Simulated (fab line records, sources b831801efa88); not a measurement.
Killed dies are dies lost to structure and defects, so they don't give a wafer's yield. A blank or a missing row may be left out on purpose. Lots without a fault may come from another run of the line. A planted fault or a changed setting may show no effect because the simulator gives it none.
Which tool did it? | flow gf180mcu | 14 lots, 42 wafers sampled, at 3 steps of a route of 602

WHAT THE GAUGES READ, wafer by wafer
GF_V2_THK_MEAS_03.
lot  | measured     | on            | V2_CVD_02_THK (nm)
L985 | day 19 14:15 | film_metro-02 | 828 841 849
L986 | day 19 18:17 | film_metro-02 | 836 842 851
L988 | day 21 00:07 | film_metro-02 | 847 854 864
L989 | day 21 00:26 | film_metro-03 | 853 850 859
L990 | day 21 09:47 | film_metro-03 | 851 863 854
L991 | day 21 21:16 | film_metro-04 | 837 842 835
L994 | day 23 05:38 | film_metro-03 | 843 838 858
L995 | day 23 16:29 | film_metro-04 | 846 855 856
L996 | day 23 17:07 | film_metro-04 | 832 840 829
L999 | day 24 20:48 | film_metro-02 | 831 829 852
L100 | day 25 05:50 | film_metro-02 | 840 863 856
L101 | day 25 09:20 | film_metro-02 | 840 864 846
L106 | day 26 17:42 | film_metro-04 | 836 850 849
L107 | day 27 01:50 | film_metro-04 | 842 838 845

GF_V2_RS_MEAS_24: measures by four-point-probe.
lot  | measured     | on            | V2_W_RS (ohm/sq)
L985 | day 20 15:50 | film_metro-02 | 0.3261 0.3262 0.3232
L986 | day 20 19:46 | film_metro-03 | 0.3300 0.3308 0.3309
L988 | day 22 01:13 | film_metro-04 | 0.3277 0.3303 0.3279
L989 | day 22 01:38 | film_metro-04 | 0.3312 0.3324 0.3340
L990 | day 22 11:08 | film_metro-04 | 0.3249 0.3258 0.3279
L991 | day 22 22:30 | film_metro-03 | 0.3256 0.3316 0.3324
L994 | day 24 05:43 | film_metro-02 | 0.3272 0.3230 0.3249
L995 | day 24 16:08 | film_metro-04 | 0.3284 0.3289 0.3257
L996 | day 24 17:09 | film_metro-02 | 0.3260 0.3308 0.3285
L999 | day 25 19:10 | film_metro-03 | 0.3309 0.3292 0.3311
L100 | day 26 04:08 | film_metro-02 | 0.3305 0.3299 0.3282
L101 | day 26 08:02 | film_metro-02 | 0.3288 0.3318 0.3311
L106 | day 27 15:35 | film_metro-04 | 0.3307 0.3303 0.3333
L107 | day 27 23:26 | film_metro-02 | 0.3263 0.3284 0.3274

WHICH TOOL RAN EACH LOT (tool, then ch and the chambers of the sampled wafers, then the start)
lot  | GF_SAB_DEVELOP_08
L985 | litho_track-01 ch 0, day 15 10:35
L986 | litho_track-03 ch 0, day 15 14:30
L988 | litho_track-01 ch 0, day 16 09:44
L989 | litho_track-03 ch 0, day 16 17:21
L990 | litho_track-03 ch 0, day 17 03:54
L991 | litho_track-04 ch 0, day 17 14:13
L994 | litho_track-01 ch 0, day 18 22:53
L995 | litho_track-04 ch 0, day 19 09:34
L996 | litho_track-04 ch 0, day 19 09:52
L999 | litho_track-01 ch 0, day 20 16:59
L100 | litho_track-04 ch 0, day 21 02:55
L101 | litho_track-04 ch 0, day 21 06:43
L106 | litho_track-03 ch 0, day 22 18:38
L107 | litho_track-03 ch 0, day 23 04:04
- GF_SAB_DEVELOP_08: develop time 60 s.

WHAT THE TOOLS THEMSELVES READ (means of the sampled wafers that have a number; where no wafer has one, the mark that the record gives instead)
GF_SAB_DEVELOP_08.
lot  | tool           | developer_temp_C (C)
L985 | litho_track-01 | 22.87
L986 | litho_track-03 | 22.93
L988 | litho_track-01 | 23.03
L989 | litho_track-03 | 23.00
L990 | litho_track-03 | 23.05
L991 | litho_track-04 | 22.97
L994 | litho_track-01 | 22.95
L995 | litho_track-04 | 23.06
L996 | litho_track-04 | 23.06
L999 | litho_track-01 | 23.10
L100 | litho_track-04 | 23.53
L101 | litho_track-04 | 23.73
L106 | litho_track-03 | 22.95
L107 | litho_track-03 | 22.95

THE ANSWER, worked out from the rows above alone
Rule: what is usual is taken from the lots themselves. Put in order of their means at a reading, lots are off if they are a third of the lots or fewer, leave a main group of 4 or more, and stand apart from it by a gap of 3 or more times the standard deviation of the main group's means; of several such gaps the widest counts. A main group whose means are all the same, to the digits that the tables above print for the reading, isn't used. A lot without any number at a reading at which 4 lots or more have one is off too. The other lots that the step has rows for count as sound. The gauges are gone through in route order, then the tools' own readings, and for those a lot's mean is taken as printed above. The first step at which some lot is off is used, and at that step the reading that is off furthest; a lot without a number counts as furthest.
Off: L100, L101, at GF_SAB_DEVELOP_08 (developer_temp_C). The main group: mean 22.99 C, standard deviation 0.065.
A tool fits if, at that step or a process step before it, it ran every lot that is off, and no sound lot after the first of them. One fits: litho_track-04 at GF_SAB_DEVELOP_08. Its last sound lot is L996 (day 19 09:52), its first lot that is off L100 (day 21 02:55): a fault that began between those two fits.
The tool's own readings at GF_SAB_DEVELOP_08 bear it out: on the lots that are off they differ by more than 5 times the standard deviation of the sound lots' means. developer_temp_C reads 23.63 C there against 22.99 C on the sound lots.

WHAT THE SIMULATOR HAD PUT IN
Process parameter drift: litho_track-04, from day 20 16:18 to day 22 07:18, at GF_SAB_DEVELOP_08. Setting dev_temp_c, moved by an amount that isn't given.
Lots struck among those shown: L100, L101. The rule above found the same.
